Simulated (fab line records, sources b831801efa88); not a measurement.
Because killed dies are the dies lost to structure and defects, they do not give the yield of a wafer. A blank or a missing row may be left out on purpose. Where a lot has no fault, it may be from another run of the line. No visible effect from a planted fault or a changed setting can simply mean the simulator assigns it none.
Matching of chambers	flow sky130	rieDiel-02 running SKY_VIA2_ETCH_14: 3 sister chambers
The step etches BARC in N2/H2, stops on SiO2, time 45.9 s, target depth 60 nm. 14 wafers are shown with their chamber, then 5 later ones without.

EACH WAFER AND ITS CHAMBER
wafer	chamber	throttleValvePct (%)	oesProductAu (a.u.)
L074.2	2	13.225	0.856
L074.3	3	13.227	0.854
L074.6	0	13.233	0.853
L075.1	3	13.219	0.851
L075.4	0	13.220	0.860
L075.6	0	13.230	0.856
L076.1	3	13.230	0.853
L076.2	2	13.228	0.853
L076.3	0	13.229	0.855
L076.4	0	13.225	0.850
L076.5	3	13.220	0.851
L076.6	2	13.226	0.851
L080.2	0	13.229	0.850
L080.3	3	13.223	0.854

SIGNATURES (averages over the wafers above)
reading	chamber 0	chamber 2	chamber 3	scatter within a chamber
throttleValvePct	13.22767	13.22633	13.22380	0.00421
oesProductAu	0.85400	0.85333	0.85260	0.00295
Rule: distance of a wafer from a chamber = root of the sum over the readings of ((wafer's reading minus chamber's mean) / reading's scatter) squared. If the next closest chamber is less than 2 further off than the closest, the wafer can't be placed; otherwise it belongs to the closest. The scatter: take each reading less its chamber's mean, square it, sum over the shown wafers, divide by the number of wafers less the number of chambers, and take the root.

WAFERS WITH NO CHAMBER GIVEN
wafer	throttleValvePct (%)	oesProductAu (a.u.)
L080.6	13.235	0.860
L085.4	13.232	0.854
L085.6	13.224	0.848
L090.3	13.253	0.858
L090.5	13.220	0.858

EACH ONE'S CHAMBER
wafer	from the rows above	in truth
L080.6	can't be placed: 0 or 2 or 3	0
L085.4	can't be placed: 0 or 2 or 3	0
L085.6	can't be placed: 3 or 2 or 0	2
L090.3	can't be placed: 0 or 2 or 3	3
L090.5	can't be placed: 3 or 2 or 0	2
Placed correctly: 0 of 5. These rows do not allow placing 5 (true chamber among the candidates in 5). Number placed wrongly: 0.
